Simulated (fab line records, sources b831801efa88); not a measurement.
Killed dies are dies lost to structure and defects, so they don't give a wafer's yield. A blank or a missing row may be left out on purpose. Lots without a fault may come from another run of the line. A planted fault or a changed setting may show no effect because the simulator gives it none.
Problem report in the 8D (eight disciplines) form, filled by code | flow gf180mcu | the parts of the form that need people (team, actions taken, sign-off) are left out

1. THE PROBLEM
oes_product_au at GF_V3_STRIP_18 reads a mean of 0.668 a.u. on 6 wafers of 2 lots; wafers without a fault read 0.593 a.u. with a standard deviation of 0.0048. That is +16 standard deviations from the usual mean.
The step: strips in O2/N2.
First seen on wafer L656.2, day 28 02:37, on plasma_asher-02. The record holds 42 wafers of 14 lots with a number at this step. Rule for "out", or "out of limits": more than 4 standard deviations from the usual mean. The other wafers with a number count as sound.

2. WHAT IT IS AND WHAT IT IS NOT
question                    | is                     | is not
which readings at this step | oes_product_au         | drypump_motor_current_A
which lots                  | L656, L657             | L640, L641, L642, L643, L645, L649, L650, L652, L659, L660, L661, L662
which wafers of those lots  | all that have a number | -
read on which tools         | plasma_asher-02        | plasma_asher-01, plasma_asher-04
when                        | from day 28 02:37      | up to then (24 sound wafers); but 12 sound wafers of L659, L660, L661, L662 came after

3. SUSPECTS, AND WHAT RULES EACH OUT
Counting: a tool at a process step up to the reading stays a suspect if it ran every lot that is out and no sound lot after the first of them.
- rie_diel-04 at GF_V3_ETCH_17 (etches SiO2 in C4F8/O2/Ar, stops on TiN, target depth 635 nm): ruled out as a lasting fault. Sound lots L660, L662 ran on it after its first lot that is out, L656 (day 28 02:00).
- plasma_asher-02 at GF_V3_STRIP_18 (strips in O2/N2): ruled out as a lasting fault. Sound lots L662 ran on it after its first lot that is out, L656 (day 28 02:37).
Left after counting: nothing in the record.

4. THE CAUSE (what the simulator had put in)
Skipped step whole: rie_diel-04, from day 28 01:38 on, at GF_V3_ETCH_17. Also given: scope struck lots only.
Counting ruled it out, wrongly: the rule takes a fault to strike every lot that its tool runs from its start on, and this one did not.

5. THE CHAIN OF EFFECTS, in route order
Each row: a reading whose mean over the struck wafers that have a number lies more than 3 standard deviations from the usual. Only readings for which the record gives a usual standard deviation are gone through. hours: the time from each lot's start at the first step in this table that gives one to its start at this step, as a median over the lots. sigmas: the change in usual standard deviations.
hours | step           | reading        | usual      | on struck wafers | change | sigmas
0     | GF_V3_STRIP_18 | oes_product_au | 0.593 a.u. | 0.668            | +0.075 | +16
The process steps in it:
- GF_V3_STRIP_18: strips in O2/N2.
Readings that are blank on the struck wafers while sound wafers have them: bias_w at GF_V3_ETCH_17; chamber_pressure_mTorr at GF_V3_ETCH_17; oes_product_au at GF_V3_ETCH_17.

6. WHAT WOULD HAVE CAUGHT IT SOONER
In this record the first reading out of limits was taken at day 28 02:37, 1 hour after the fault began at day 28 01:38.
At GF_V3_ETCH_17 the tool's readings are blank on the struck wafers, where sound wafers have them: an empty tool record is the first sign, and it was there at once.
